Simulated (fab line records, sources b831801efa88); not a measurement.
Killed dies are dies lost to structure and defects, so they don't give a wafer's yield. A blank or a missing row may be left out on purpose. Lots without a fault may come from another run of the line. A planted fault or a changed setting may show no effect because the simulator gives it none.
fab line records | flow sky130
record lots=5 wafers=15 last_day=50
route steps=708 shown GATE_OXIDE@192 POLY_GATE@204 RES_PROTECT@206 PAD_OPEN@708
lots that met no fault: from a run of the same line without faults
start_h: hours from the record's first day to the start of the lot's first wafer shown | wait_h: hours since the lot's step before | " the same as in the row above | L1.1+2: a row that stands for several wafers | - no value, or no start given | * or withheld: withheld | < > ~ a bound
route shown NAME@n: a module of which the file shows steps, and the number in the route of the first | usual: mean/standard deviation of fault-free wafers | same: alike in all rows | chamber/n: place in a boat | sites: the reading at each site | _std_site: their standard deviation | _edge_site: outer sites' mean less inner sites' | radius_mm: how far each site lies from the wafer's centre | mask NAME#n: copy n | behind: the tool/chamber that last shaped the wafer | hold: why the lot was held/for how many hours/how that ended | device: the transistor (n, p or np) that didn't switch | end of line: the same wafers' tests at the end of the route | a step without rows: its recipe alone | killed: dies lost to structure and defects at the first sort, not the wafer's yield | map: a wafer's dies, x killed, . not, _ none there
set.NAME: the setting as run; set.NAME@STEP: as run at that earlier step | model.NAME: the simulator's own value behind a step, which no gauge read
lots at some steps of the route; a table a step, a row a wafer
services: from which hour (start_h, from the record's first day; less than 0 if before it) a tool's chamber was out of use, for how many hours, and why
## steps
# step SKY_GATE_OXIDE_COAT_05
# recipe resist=NOVOLAK spin_rpm=3000 resist_thk_nm=1140
# step SKY_GATE_OXIDE_SOFTBAKE_06
# recipe temp_c=90 time_s=60 resist=NOVOLAK
# step SKY_GATE_OXIDE_EXPOSE_07
# recipe mask_id=LVOM na=0.6 source_shape=conventional sigma_outer=0.6 polarization=unpolarized target_cd_nm=600 dose_mj=170
# step SKY_GATE_OXIDE_PEB_08
# recipe temp_c=withheld time_s=* resist=NOVOLAK
# step SKY_GATE_OXIDE_DEVELOP_09
# recipe resist=NOVOLAK developer=TMAH develop_time_s=60 dev_temp_c=23
# step SKY_GATE_OXIDE_OVL_MEAS_10
# usual GATE_OXIDE_OVL=1.2/1.6
# columns lot.wafer tool chamber start_h wait_h GATE_OXIDE_OVL[nm]
L210.4 overlay-02 - 299.80 0.1 1.3
L210.5 " - " " 0.8
L210.6 " - " " 0.0
L216.2 overlay-02 - 378.58 0.1 3.2
L216.4 " - " " 3.6
L216.5 " - " " 2.1
L223.1 overlay-01 - 421.52 0.1 0.7
L223.4 " - " " 2.2
L223.5 " - " " 4.8
L232.2 overlay-02 - 491.99 0.1 3.7
L232.3 " - " " 5.4
L232.5 " - " " 3.2
L233.4 overlay-01 - 501.53 0.1 0.4
L233.5 " - " " 1.1
L233.6 " - " " 3.0
# step SKY_GATE_OXIDE_IMPLANT_11
# recipe species=B energy_kev=10 dose_cm2=2.6e+12 tilt_deg=withheld
# step SKY_GATE_OXIDE_WET_ETCH_12
# recipe chemistry=dHF target_depth_nm=16.8 dry=n2_spin target=SiO2 dilution=100:1 temp_c=25 time_s=336
# step SKY_GATE_OXIDE_STRIP_13
# recipe chemistry=O2/N2 power_w=1400 pressure_mtorr=1500 platen_temp_c=withheld o2_flow_sccm=3000 n2_flow_sccm=300 overash_fraction=0.5
# usual drypump_motor_current_A=5.3/0.44 oes_product_au=0.715/0.0047 strip_time_to_endpoint_s=14.21/0.036
# columns lot.wafer tool chamber start_h wait_h drypump_motor_current_A oes_product_au rf_hours_counter_h strip_time_to_endpoint_s
L210.4 plasma_asher-03 0 300.11 0.0 4.9 0.713 - 14.24
L210.5 " 0 " " 4.9 0.719 - 14.23
L210.6 " 1 " " 4.9 0.710 - 14.25
L216.2 plasma_asher-01 1 378.86 0.0 4.9 0.717 69 14.23
L216.4 " 0 " " 6.0 0.714 - 14.23
L216.5 " 1 " " 4.9 0.712 - 14.22
L223.1 plasma_asher-01 0 421.81 0.0 6.0 0.715 73 14.18
L223.4 " 1 " " 4.9 0.712 - 14.19
L223.5 " 0 " " 6.0 0.706 - 14.20
L232.2 plasma_asher-01 1 492.28 0.0 5.0 0.717 79 14.21
L232.3 " 0 " " 6.0 0.715 - 14.16
L232.5 " 1 " " 5.0 0.713 - 14.17
L233.4 plasma_asher-01 0 501.84 0.0 6.0 0.717 - 14.21
L233.5 " 1 " " 4.9 0.714 - 14.21
L233.6 " 0 " " 6.0 0.710 - 14.22
# step SKY_GATE_OXIDE_TW_MEAS_14
# usual GATE_OXIDE_TW=225.4/1.3
# columns lot.wafer tool chamber start_h wait_h GATE_OXIDE_TW
L210.4 film_metro-02 - 300.21 0.1 225.1
L210.5 " - " " 225.4
L210.6 " - " " 224.6
L216.2 film_metro-02 - 378.97 0.1 225.9
L216.4 " - " " 225.4
L216.5 " - " " 225.0
L223.1 film_metro-04 - 421.91 0.1 225.6
L223.4 " - " " 225.4
L223.5 " - " " 225.1
L232.2 film_metro-03 - 492.39 0.1 223.8
L232.3 " - " " 225.0
L232.5 " - " " 224.5
L233.4 film_metro-02 - 501.94 0.1 226.0
L233.5 " - " " 226.7
L233.6 " - " " 225.8
# step SKY_GATE_OXIDE_CLEAN_15
# recipe chemistry=SC1/SC2 mix=1:4:20 temp_c=70 time_s=150 dry=n2_spin
# step SKY_GATE_OXIDE_OXIDATION_16
# recipe temp_c=800 ambient=O2 idle_temp_c=700 ramp_up_c_per_min=10 ramp_down_c_per_min=3 stabilise_s=600 purge_s=300 target_thk_a=35.7 ox_time_s=1915
# step SKY_POLY_GATE_CVD_00
# recipe material=poly-Si target_thk_nm=180 temp_c=620 time_s=720 pressure_mtorr=200
# usual spike_tc_bottom_C=641.6/1.8 spike_tc_centre_C=620.5/1.3 spike_tc_lower_C=621.3/1.1 spike_tc_top_C=648.1/1.4 spike_tc_upper_C=620.1/1.1 susceptor_temp_C=620.05/0.27
# columns lot.wafer tool chamber start_h wait_h spike_tc_bottom_C spike_tc_centre_C spike_tc_lower_C spike_tc_top_C spike_tc_upper_C susceptor_temp_C model.poly-Si_of_POLY_GATE_CVD_00.thk_nm
L210.4 lpcvd-01 0 302.82 0.0 639.9 620.8 620.8 650.9 622.7 619.84 178.6
L210.5 " 0 " " 641.6 619.2 619.4 649.0 619.3 620.11 177.3
L210.6 " 0 " " 639.6 622.1 620.6 647.9 620.6 620.59 176.4
L216.2 lpcvd-01 0 380.60 0.0 639.3 622.0 620.7 647.6 620.5 620.18 178.7
L216.4 " 0 " " 638.8 620.6 621.7 648.2 621.1 620.08 180.5
L216.5 " 0 " " 639.6 621.2 620.3 648.6 617.7 620.07 180.6
L223.1 lpcvd-01 0 424.11 0.0 634.6 615.0 614.8 642.8 612.3 613.63 151.6
L223.4 " 0 " " 635.0 616.1 614.5 642.6 614.2 613.95 152
L223.5 " 0 " " 634.0 616.5 614.6 643.7 614.5 614.11 151.2
L232.2 lpcvd-01 1 494.02 0.0 641.8 617.6 619.6 646.8 620.3 619.58 182
L232.3 " 1 " " 644.1 618.6 623.0 646.5 619.6 619.58 180.5
L232.5 " 1 " " 644.3 620.9 621.8 647.7 621.4 619.49 181.1
L233.4 lpcvd-01 1 503.55 0.0 644.6 620.5 621.5 646.5 618.8 619.88 179.6
L233.5 " 1 " " 643.7 619.3 621.0 647.1 620.3 620.16 182.1
L233.6 " 1 " " 643.8 619.0 621.8 646.0 620.9 619.94 181.2
# step SKY_POLY_GATE_THK_MEAS_01
# recipe reads=poly-Si_of_POLY_GATE_CVD_00
# usual POLY_GATE_CVD_00_THK=178.6/2
# columns lot.wafer tool chamber start_h wait_h POLY_GATE_CVD_00_THK[nm]
L210.4 film_metro-02 - 304.05 0.0 178.6
L210.5 " - " " 177.3
L210.6 " - " " 176.4
L216.2 film_metro-02 - 381.81 0.0 178.8
L216.4 " - " " 180.5
L216.5 " - " " 180.7
L223.1 film_metro-02 - 425.31 0.0 151.5
L223.4 " - " " 152.0
L223.5 " - " " 151.2
L232.2 film_metro-04 - 495.23 0.0 182.1
L232.3 " - " " 180.4
L232.5 " - " " 181.1
L233.4 film_metro-01 - 504.78 0.0 179.5
L233.5 " - " " 182.0
L233.6 " - " " 181.0
# step SKY_RES_PROTECT_DEHYDRATE_00
# recipe temp_c=200 time_s=60
# step SKY_RES_PROTECT_HMDS_01
# recipe prime_time_s=60 prime_temp_c=120
# step SKY_RES_PROTECT_COAT_02
# recipe resist=NOVOLAK spin_rpm=3000 resist_thk_nm=1140
# step SKY_RES_PROTECT_SOFTBAKE_03
# recipe temp_c=90 time_s=60 resist=NOVOLAK
# step SKY_RES_PROTECT_EXPOSE_04
# recipe mask_id=RPM na=0.6 source_shape=conventional sigma_outer=0.6 polarization=unpolarized target_cd_nm=1270 dose_mj=131
# step SKY_RES_PROTECT_PEB_05
# recipe temp_c=withheld time_s=* resist=NOVOLAK
# step SKY_RES_PROTECT_DEVELOP_06
# recipe resist=NOVOLAK developer=TMAH develop_time_s=60 dev_temp_c=23
# step SKY_POLY_GATE_IMPLANT_02
# recipe species=P energy_kev=30 dose_cm2=7.7e+15 tilt_deg=0
# step SKY_RES_PROTECT_STRIP_07
# recipe chemistry=O2/N2 power_w=1400 pressure_mtorr=1500 platen_temp_c=withheld o2_flow_sccm=3000 n2_flow_sccm=300 overash_fraction=0.5
# usual drypump_motor_current_A=5.8/0.5 oes_product_au=0.518/0.0047 strip_time_to_endpoint_s=23.32/0.041
# columns lot.wafer tool chamber start_h wait_h drypump_motor_current_A oes_product_au rf_hours_counter_h strip_time_to_endpoint_s
L210.4 plasma_asher-02 1 330.15 0.1 6.4 0.524 - 23.29
L210.5 " 1 " " 6.4 0.516 - 23.29
L210.6 " 0 " " 5.9 0.510 - 23.34
L216.2 plasma_asher-02 0 410.17 0.1 5.9 0.519 60 23.30
L216.4 " 1 " " 6.4 0.516 - 23.36
L216.5 " 0 " " 5.9 0.525 - 23.33
L223.1 plasma_asher-01 0 456.10 0.1 6.0 0.522 75 23.30
L223.4 " 0 " " 6.1 0.523 - 23.35
L223.5 " 1 " " 4.9 0.524 - 23.34
L232.2 plasma_asher-02 1 526.22 0.1 6.4 0.516 73 23.32
L232.3 " 0 " " 5.8 0.519 - 23.31
L232.5 " 0 " " 5.8 0.519 - 23.31
L233.4 plasma_asher-02 1 535.21 0.1 6.4 0.517 - 23.31
L233.5 " 1 " " 6.4 0.524 - 23.34
L233.6 " 0 " " 5.8 0.517 - 23.36
# step SKY_RES_PROTECT_TW_MEAS_08
# usual POLY_GATE_TW=4054/21
# columns lot.wafer tool chamber start_h wait_h POLY_GATE_TW
L210.4 film_metro-02 - 330.25 0.1 4062
L210.5 " - " " 4048
L210.6 " - " " 4079
L216.2 film_metro-02 - 410.31 0.1 4086
L216.4 " - " " 4071
L216.5 " - " " 4085
L223.1 film_metro-03 - 456.20 0.1 4076
L223.4 " - " " 4039
L223.5 " - " " 4057
L232.2 film_metro-03 - 526.33 0.1 4057
L232.3 " - " " 4049
L232.5 " - " " 4055
L233.4 film_metro-03 - 535.31 0.1 4066
L233.5 " - " " 4046
L233.6 " - " " 4054
# step SKY_RES_PROTECT_CLEAN_09
# recipe chemistry=SC1/SC2 mix=1:4:20 temp_c=70 time_s=150 dry=n2_spin
# usual bath_heat_duty_pct=13.9/1.6
# columns lot.wafer tool chamber start_h wait_h bath_heat_duty_pct model.poly-Si_of_POLY_GATE_CVD_00.thk_nm
L210.4 wet_bench-01 0 330.28 0.0 13.7 178
L210.5 " 0 " " 13.2 176.6
L210.6 " 0 " " 12.6 175.8
L216.2 wet_bench-02 1 410.36 0.0 14.0 178.1
L216.4 " 1 " " 14.3 179.9
L216.5 " 1 " " 13.8 179.9
L223.1 wet_bench-01 2 456.26 0.1 12.3 150.9
L223.4 " 2 " " 12.1 151.4
L223.5 " 2 " " 12.4 150.5
L232.2 wet_bench-02 3 526.38 0.0 11.3 181.4
L232.3 " 3 " " 13.7 179.8
L232.5 " 3 " " 13.1 180.5
L233.4 wet_bench-01 3 535.34 0.0 15.2 179
L233.5 " 3 " " 14.5 181.4
L233.6 " 3 " " 15.2 180.6
# step SKY_POLY_GATE_CVD_03
# recipe material=Si3N4 precursor=DCS/NH3 target_thk_nm=75 temp_c=770 time_s=1290 pressure_mtorr=250
# step SKY_POLY_GATE_THK_MEAS_04
# recipe reads=Si3N4_of_POLY_GATE_CVD_03
# usual POLY_GATE_CVD_03_THK=74.9/0.63
# columns lot.wafer tool chamber start_h wait_h POLY_GATE_CVD_03_THK[nm]
L210.4 film_metro-01 - 332.45 0.0 75.0
L210.5 " - " " 74.3
L210.6 " - " " 74.8
L216.2 film_metro-02 - 413.39 0.0 74.7
L216.4 " - " " 75.2
L216.5 " - " " 74.3
L223.1 film_metro-04 - 457.67 0.0 74.1
L223.4 " - " " 74.0
L223.5 " - " " 75.0
L232.2 film_metro-02 - 527.80 0.0 75.7
L232.3 " - " " 75.3
L232.5 " - " " 75.3
L233.4 film_metro-02 - 537.78 0.0 75.8
L233.5 " - " " 75.7
L233.6 " - " " 75.8
# step SKY_POLY_GATE_DEHYDRATE_05
# recipe temp_c=200 time_s=60
# step SKY_POLY_GATE_HMDS_06
# recipe prime_time_s=60 prime_temp_c=120
# step SKY_POLY_GATE_COAT_07
# recipe resist=BARC temp_c=withheld time_s=withheld spin_rpm=3000 resist_thk_nm=110
# step SKY_POLY_GATE_COAT_08
# recipe resist=KrF-thick spin_rpm=3000 resist_thk_nm=450
# step SKY_POLY_GATE_SOFTBAKE_09
# recipe temp_c=100 time_s=90 resist=KrF-thick
# step SKY_POLY_GATE_EXPOSE_10
# recipe mask_id=P1M na=0.68 source_shape=conventional sigma_outer=0.6 target_cd_nm=150 dose_mj=28.19
# step SKY_POLY_GATE_PEB_11
# recipe peb_temp_c=withheld peb_time_s=withheld resist=KrF-thick
# step SKY_POLY_GATE_DEVELOP_12
# recipe develop_time_s=60 resist=KrF-thick dev_temp_c=21
# step SKY_POLY_GATE_CD_MEAS_13
# recipe target_cd_nm=150
# usual cd_nm=149.9/1.4
# columns lot.wafer tool chamber start_h wait_h cd_nm
L210.4 cd_sem-01 - 359.61 - 149.9
L210.5 " - " " 150.6
L210.6 " - " " 150.3
L216.2 cd_sem-01 - 443.42 - 148.0
L216.4 " - " " 149.2
L216.5 " - " " 149.2
L223.1 cd_sem-01 - 488.65 - 152.5
L223.4 " - " " 151.6
L223.5 " - " " 152.3
L232.2 cd_sem-01 - 558.13 - 148.9
L232.3 " - " " 151.1
L232.5 " - " " 150.5
L233.4 cd_sem-02 - 568.32 - 148.1
L233.5 " - " " 148.6
L233.6 " - " " 149.1
# step SKY_POLY_GATE_OVL_MEAS_14
# usual POLY_GATE_OVL=-2/5.5
# columns lot.wafer tool chamber start_h wait_h POLY_GATE_OVL[nm]
L210.4 overlay-02 - 359.68 0.1 10
L210.5 " - " " 10
L210.6 " - " " 8
L216.2 overlay-01 - 443.52 0.1 -3
L216.4 " - " " -4
L216.5 " - " " -6
L223.1 overlay-02 - 488.77 0.1 -3
L223.4 " - " " -11
L223.5 " - " " -3
L232.2 overlay-02 - 558.24 0.1 -2
L232.3 " - " " -4
L232.5 " - " " -3
L233.4 overlay-01 - 568.40 0.1 -5
L233.5 " - " " -2
L233.6 " - " " -1
# step SKY_POLY_GATE_ETCH_15
# recipe chemistry=N2/H2 target=BARC ion_energy_ev=200 source_w=500 bias_w=100 pressure_mtorr=30 n2_flow_sccm=100 h2_flow_sccm=200 stop_on=SiO2 time_s=118.5 target_depth_a=1100
# usual drypump_motor_current_A=5.6/0.56 oes_product_au=0.716/0.0047 throttle_valve_pct=13.213/0.0091
# columns lot.wafer tool chamber start_h wait_h drypump_motor_current_A oes_product_au rf_hours_counter_h throttle_valve_pct
L210.4 rie_diel-04 0 359.70 0.0 5.8 0.705 100 13.207
L210.5 " 3 " " 6.2 0.715 - 13.233
L210.6 " 2 " " 5.5 0.716 - 13.202
L216.2 rie_diel-04 0 443.55 0.0 5.8 0.715 101 13.216
L216.4 " 1 " " 6.3 0.720 5 13.213
L216.5 " 0 " " 5.8 0.711 - 13.215
L223.1 rie_diel-01 0 488.80 0.0 4.8 0.714 64 13.207
L223.4 " 3 " " 6.3 0.711 11 13.211
L223.5 " 2 " " 4.9 0.715 - 13.211
L232.2 rie_diel-03 3 558.27 0.0 4.9 0.713 18 13.212
L232.3 " 2 " " 5.4 0.715 6 13.216
L232.5 " 3 " " 4.9 0.720 - 13.220
L233.4 rie_diel-01 2 568.42 0.0 4.9 0.716 0 13.218
L233.5 " 0 " " 4.8 0.724 - 13.200
L233.6 " 3 " " 6.3 0.717 - 13.216
# step SKY_POLY_GATE_ETCH_16
# recipe stop_on=poly-Si chemistry=CH3F/O2 target=Si3N4 source_w=400 bias_w=80 pressure_mtorr=25 ch3f_flow_sccm=40 O2_flow_sccm=30 time_s=147.5 target_depth_a=750
# usual drypump_motor_current_A=5.6/0.56 oes_product_au=0.640/0.0048 throttle_valve_pct=10.537/0.0093
# columns lot.wafer tool chamber start_h wait_h drypump_motor_current_A oes_product_au rf_hours_counter_h throttle_valve_pct
L210.4 rie_diel-04 0 359.78 0.0 5.8 0.643 100 10.538
L210.5 " 3 " " 6.2 0.640 - 10.539
L210.6 " 2 " " 5.5 0.639 - 10.521
L216.2 rie_diel-04 0 443.63 0.0 5.8 0.640 101 10.538
L216.4 " 1 " " 6.3 0.638 5 10.534
L216.5 " 0 " " 5.8 0.634 - 10.553
L223.1 rie_diel-01 0 488.88 0.0 4.8 0.632 64 10.550
L223.4 " 3 " " 6.3 0.630 11 10.541
L223.5 " 2 " " 4.9 0.635 - 10.548
L232.2 rie_diel-03 3 558.35 0.0 4.9 0.643 18 10.530
L232.3 " 2 " " 5.4 0.643 6 10.523
L232.5 " 3 " " 4.9 0.637 - 10.548
L233.4 rie_diel-01 2 568.50 0.0 4.9 0.642 0 10.547
L233.5 " 0 " " 4.8 0.646 - 10.533
L233.6 " 3 " " 6.3 0.641 - 10.538
# step SKY_POLY_GATE_ETCH_17
# recipe target_depth_nm=180 stop_on=SiO2 over_etch_frac=0.56667 chemistry=HBr/Cl2 target=poly-Si icp_w=400 bias_w=100 pressure_mtorr=10 HBr_flow_sccm=150 Cl2_flow_sccm=50 time_s=70.5
# usual HBr_flow_sccm=150.0/0.41 drypump_motor_current_A=5.7/0.43 oes_product_au=0.984/0.0079 throttle_valve_pct=33.683/0.0088
# columns lot.wafer tool chamber start_h wait_h HBr_flow_sccm drypump_motor_current_A oes_product_au rf_hours_counter_h throttle_valve_pct model.POLY_GATE.feature_depth_nm model.etch.depth_nm
L210.4 rie_si-02 1 359.88 0.0 150.1 5.7 0.976 30 33.675 178 178
L210.5 " 2 " " 149.7 5.4 0.986 - 33.693 176.6 176.6
L210.6 " 3 " " 150.1 6.1 0.977 - 33.684 175.8 175.8
L216.2 rie_si-02 0 443.73 0.0 150.3 6.5 0.974 7 33.682 178.1 178.1
L216.4 " 1 " " 149.8 5.7 0.985 31 33.690 179.9 179.9
L216.5 " 3 " " 150.0 6.1 0.984 - 33.693 179.9 179.9
L223.1 rie_si-02 1 488.98 0.0 150.3 5.7 0.884 31 33.691 150.9 150.9
L223.4 " 2 " " 149.8 5.3 0.883 - 33.681 151.4 151.4
L223.5 " 3 " " 149.7 6.1 0.878 - 33.678 150.5 150.5
L232.2 rie_si-01 3 558.45 0.0 150.1 5.6 1.002 7 33.677 181.4 181.4
L232.3 " 2 " " 149.7 5.9 1.000 4 33.673 179.8 179.8
L232.5 " 1 " " 150.0 5.7 0.983 - 33.675 177.9 177.9
L233.4 rie_si-02 2 568.60 0.0 150.7 5.4 0.985 2 33.676 179 179
L233.5 " 3 " " 149.7 6.1 0.995 - 33.703 181.1 181.1
L233.6 " 2 " " 151.0 5.4 1.001 - 33.679 180.5 180.6
# step SKY_POLY_GATE_STRIP_18
# recipe chemistry=O2/N2 power_w=1400 pressure_mtorr=1500 platen_temp_c=withheld o2_flow_sccm=3000 n2_flow_sccm=300 overash_fraction=0.5
# usual drypump_motor_current_A=5.5/0.61 oes_product_au=0.360/0.0049 strip_time_to_endpoint_s=3.174/0.027
# columns lot.wafer tool chamber start_h wait_h drypump_motor_current_A oes_product_au rf_hours_counter_h strip_time_to_endpoint_s
L210.4 plasma_asher-02 0 359.97 0.1 5.9 0.359 - 3.204
L210.5 " 0 " " 5.9 0.371 - 3.128
L210.6 " 1 " " 6.4 0.366 - 3.176
L216.2 plasma_asher-02 0 443.79 0.0 5.8 0.366 64 3.195
L216.4 " 0 " " 5.8 0.365 - 3.158
L216.5 " 1 " " 6.4 0.360 - 3.207
L223.1 plasma_asher-01 1 489.04 0.0 5.0 0.358 79 3.167
L223.4 " 1 " " 4.9 0.364 - 3.163
L223.5 " 1 " " 4.9 0.358 - 3.185
L232.2 plasma_asher-03 1 558.50 0.0 4.9 0.361 40 3.157
L232.3 " 0 " " 4.9 0.364 - 3.168
L232.5 " 1 " " 4.9 0.364 - 3.188
L233.4 plasma_asher-01 1 568.69 0.1 5.0 0.364 - 3.183
L233.5 " 1 " " 4.9 0.367 - 3.170
L233.6 " 0 " " 6.0 0.359 - 3.152
# step SKY_PAD_OPEN_PROBE_99
# usual killed_at_M0_to_M3=44/7.2 killed_at_M4_up=3.2/1.8 killed_at_contacts=24/5.4 killed_at_front_end=15/4 killed_at_other=0.3/0.56 killed_dies=87/9.2 killed_open=47/7.3 killed_short=39/5.7
# same gross_dies=492 killed_at_back_side=0
# columns lot.wafer tool chamber start_h wait_h killed_at_M0_to_M3 killed_at_M4_up killed_at_contacts killed_at_front_end killed_at_other killed_dies killed_open killed_short model.etest.res_high_po.line_ohm_um model.etest.res_poly.line_ohm_um model.etest.res_high_po.rs_ohm_sq model.etest.res_poly.rs_ohm_sq model.etest.cap_li_to_poly.c_af_um2
L210.4 prober-02 - 1067.25 0.2 48 4 33 11 0 96 63 32 738.8 515.1 261.1 48 96.91
L210.5 prober-02 - 1067.30 0.2 42 1 16 11 1 71 43 28 758.4 530 267.3 48.38 99.14
L210.6 prober-02 - 1067.35 0.2 42 3 23 13 0 81 49 32 759.6 521.4 267.1 48.91 96.75
L216.2 prober-02 - 1125.93 0.1 38 2 24 12 1 77 46 31 731 510.3 249.9 46.9 95.76
L216.4 prober-02 - 1126.03 0.2 36 4 22 16 1 79 43 36 737 509.2 257.2 47.08 99.34
L216.5 prober-02 - 1126.08 0.2 53 3 21 21 1 99 53 46 740.9 506.9 257.1 47.14 97.37
L223.1 prober-01 - 1152.51 0.1 37 3 17 12 0 69 40 28 863.7 589.6 299.8 56.88 91.07
L223.4 prober-01 - 1152.66 0.2 34 0 23 14 0 71 35 36 829.2 583.8 297.4 56.35 92.21
L223.5 prober-01 - 1152.71 0.2 54 2 27 13 0 96 55 41 859.4 592.9 301.9 56.77 89.67
L232.2 prober-02 - 1191.69 0.1 29 2 20 14 1 66 36 30 721.8 501.7 256.3 47.4 99.54
L232.3 prober-02 - 1191.74 0.2 40 7 21 17 0 85 35 50 737.5 494.1 259.2 47.91 100.2
L232.5 prober-02 - 1191.84 0.2 44 0 25 17 0 86 50 36 736 489.5 260.1 47.65 97.73
L233.4 prober-01 - 1196.38 0.2 57 2 25 11 1 96 43 51 732 517.6 256.6 47.41 93.9
L233.5 prober-01 - 1196.43 0.2 44 3 23 19 0 89 51 36 742.8 503.4 260.1 47.66 100.1
L233.6 prober-01 - 1196.48 0.2 54 1 13 17 0 85 42 41 738.4 514.6 256.5 47.93 98.24
# killed by level:class
L210.4 CONTACT:geometric_particle:open=14 LI_CONTACT:geometric_particle:open=13 VIA3:geometric_particle:open=9 VIA1:geometric_particle:open=8 METAL2:geometric_particle:short=7 VIA2:geometric_particle:open=6 VIA1:geometric_particle:short=6 LOCAL_INTERCONNECT:geometric_particle:short=5
L210.5 VIA1:geometric_particle:open=12 VIA3:geometric_particle:open=8 LI_CONTACT:geometric_particle:open=7 METAL2:geometric_particle:short=5 POLY_GATE:geometric_particle:open=4 CONTACT:geometric_particle:open=4 METAL1:geometric_particle:short=4 VIA1:geometric_particle:short=4
L210.6 VIA1:geometric_particle:open=10 CONTACT:geometric_particle:open=8 LI_CONTACT:geometric_particle:open=7 VIA2:geometric_particle:open=7 VIA3:geometric_particle:open=6 FIELD_ISO:geometric_particle:open=5 METAL1:geometric_particle:short=5 VIA1:geometric_particle:short=5
L216.2 VIA1:geometric_particle:open=13 CONTACT:geometric_particle:open=11 VIA1:geometric_particle:short=7 LI_CONTACT:geometric_particle:open=5 FIELD_ISO:geometric_particle:open=4 VIA3:geometric_particle:open=4 METAL1:geometric_particle:short=4 LOCAL_INTERCONNECT:geometric_particle:short=4
L216.4 VIA3:geometric_particle:open=11 VIA1:geometric_particle:open=9 LOCAL_INTERCONNECT:geometric_particle:short=6 CONTACT:geometric_particle:open=5 METAL1:geometric_particle:short=5 FIELD_ISO:geometric_particle:open=4 CONTACT:geometric_particle:short=4 METAL4:geometric_particle:short=4
L216.5 VIA1:geometric_particle:open=11 VIA3:geometric_particle:open=10 LI_CONTACT:geometric_particle:open=8 FIELD_ISO:geometric_particle:open=7 VIA2:geometric_particle:open=7 CONTACT:geometric_particle:short=6 VIA3:geometric_particle:short=6 VIA2:geometric_particle:short=5
L223.1 VIA1:geometric_particle:open=12 CONTACT:geometric_particle:short=5 VIA2:geometric_particle:open=5 LI_CONTACT:geometric_particle:open=4 LOCAL_INTERCONNECT:geometric_particle:short=4 CONTACT:geometric_particle:open=4 METAL2:geometric_particle:short=4 POLY_GATE:geometric_particle:open=3
L223.4 VIA1:geometric_particle:open=8 CONTACT:geometric_particle:open=7 FIELD_ISO:geometric_particle:short=6 LI_CONTACT:geometric_particle:open=6 LOCAL_INTERCONNECT:geometric_particle:short=5 METAL2:geometric_particle:short=5 VIA3:geometric_particle:open=5 CONTACT:geometric_particle:short=4
L223.5 VIA1:geometric_particle:open=12 CONTACT:geometric_particle:short=8 VIA3:geometric_particle:open=8 CONTACT:geometric_particle:open=8 VIA2:geometric_particle:open=8 METAL1:geometric_particle:short=7 VIA1:geometric_particle:short=6 LI_CONTACT:geometric_particle:open=5
L232.2 CONTACT:geometric_particle:open=7 LI_CONTACT:geometric_particle:open=6 VIA1:geometric_particle:open=6 VIA2:geometric_particle:open=5 CONTACT:geometric_particle:short=4 METAL3:geometric_particle:short=4 FIELD_ISO:geometric_particle:short=3 POLY_GATE:geometric_particle:open=3
L232.3 CONTACT:geometric_particle:open=9 VIA3:geometric_particle:open=8 METAL1:geometric_particle:short=7 VIA1:geometric_particle:short=7 LOCAL_INTERCONNECT:geometric_particle:short=6 METAL4:geometric_particle:short=6 POLY_GATE:geometric_particle:short=5 LI_CONTACT:geometric_particle:open=4
L232.5 LI_CONTACT:geometric_particle:open=13 VIA1:geometric_particle:open=13 VIA2:geometric_particle:open=11 LOCAL_INTERCONNECT:geometric_particle:short=5 METAL3:geometric_particle:short=5 SPACER:geometric_particle:short=4 CONTACT:geometric_particle:short=4 VIA3:geometric_particle:short=4
L233.4 METAL1:geometric_particle:short=16 VIA1:geometric_particle:open=12 CONTACT:geometric_particle:open=9 LI_CONTACT:geometric_particle:open=7 VIA3:geometric_particle:open=7 CONTACT:geometric_particle:short=6 METAL2:geometric_particle:short=6 VIA3:geometric_particle:short=6
L233.5 VIA3:geometric_particle:open=13 VIA1:geometric_particle:open=8 FIELD_ISO:geometric_particle:open=6 CONTACT:geometric_particle:open=6 LI_CONTACT:geometric_particle:open=6 CONTACT:geometric_particle:short=6 METAL2:geometric_particle:short=5 VIA3:geometric_particle:short=5
L233.6 VIA1:geometric_particle:open=10 VIA3:geometric_particle:open=10 METAL2:geometric_particle:short=7 VIA1:geometric_particle:short=7 CONTACT:geometric_particle:open=6 METAL1:geometric_particle:short=5 FIELD_ISO:geometric_particle:short=4 CONTACT:geometric_particle:short=4
## services
# columns tool chamber start_h hours kind
rie_si-02 - 278.36 4.3 pm
rie_si-02 2 301.95 12.4 repair
rie_diel-01 2 302.09 17.5 repair
rie_diel-03 0 303.37 4.2 repair
plasma_asher-03 - 304.46 11.6 repair
rie_diel-03 1 314.11 5.4 repair
rie_diel-01 0 317.93 4.7 repair
rie_diel-04 1 328.74 5.9 repair
rie_diel-03 0 337.03 4.0 repair
rie_diel-04 - 353.52 0.8 repair
rie_diel-03 0 355.78 7.1 repair
rie_diel-03 - 362.74 0.4 repair
plasma_asher-02 - 387.77 0.6 repair
plasma_asher-03 - 392.11 6.1 repair
plasma_asher-01 - 437.62 14.6 pm
rie_diel-03 - 441.11 0.9 repair
plasma_asher-03 - 453.11 4.3 pm
rie_si-02 - 455.84 0.2 repair
rie_si-02 0 484.29 6.0 repair
rie_diel-01 2 528.87 15.4 repair
rie_diel-01 1 533.55 11.1 repair
rie_diel-04 1 547.44 4.0 repair
wet_bench-01 - 553.58 1.3 repair
rie_diel-04 0 564.07 1.4 repair
## key
first_sign step=SKY_POLY_GATE_CVD_00 reading=susceptor_temp_C direction=down sigmas=22 usual=* struck=*
effect step=SKY_POLY_GATE_CVD_00 reading=spike_tc_lower_C direction=down sigmas=6.2 usual=621.3 struck=614.6
effect step=SKY_POLY_GATE_THK_MEAS_01 reading=POLY_GATE_CVD_00_THK direction=down sigmas=14 usual=178.6 struck=151.6
effect step=SKY_POLY_GATE_ETCH_17 reading=oes_product_au direction=down sigmas=13 usual=0.984 struck=0.882
model_effect step=SKY_POLY_GATE_CVD_00 value=poly-Si_of_POLY_GATE_CVD_00.thk_nm without=176.7 struck=151.6
model_effect step=SKY_RES_PROTECT_CLEAN_09 value=poly-Si_of_POLY_GATE_CVD_00.thk_nm without=176 struck=151
model_effect step=SKY_POLY_GATE_ETCH_17 value=POLY_GATE.feature_depth_nm without=176 struck=151
model_effect step=SKY_PAD_OPEN_PROBE_99 value=etest.res_high_po.line_ohm_um without=740.2 struck=850.8
met_at SKY_POLY_GATE_CVD_00
struck_wafers L223.1,L223.4,L223.5
tester_left_out L223
onset_between 380.60 424.11
fault kind=process_parameter_drift tool=lpcvd-01 chamber=0 onset_h=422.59 steps=SKY_POLY_GATE_CVD_00 channel=temp_c offset=* shape=step end_h=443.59 stated=*
# tester_left_out: of these lots the tester's yield and bins aren't shown, on N5 and GAA mostly nor the transistor test; their killed dies are dies lost to structure and defects alone, not to doping, threshold or leakage, so they don't give the yield
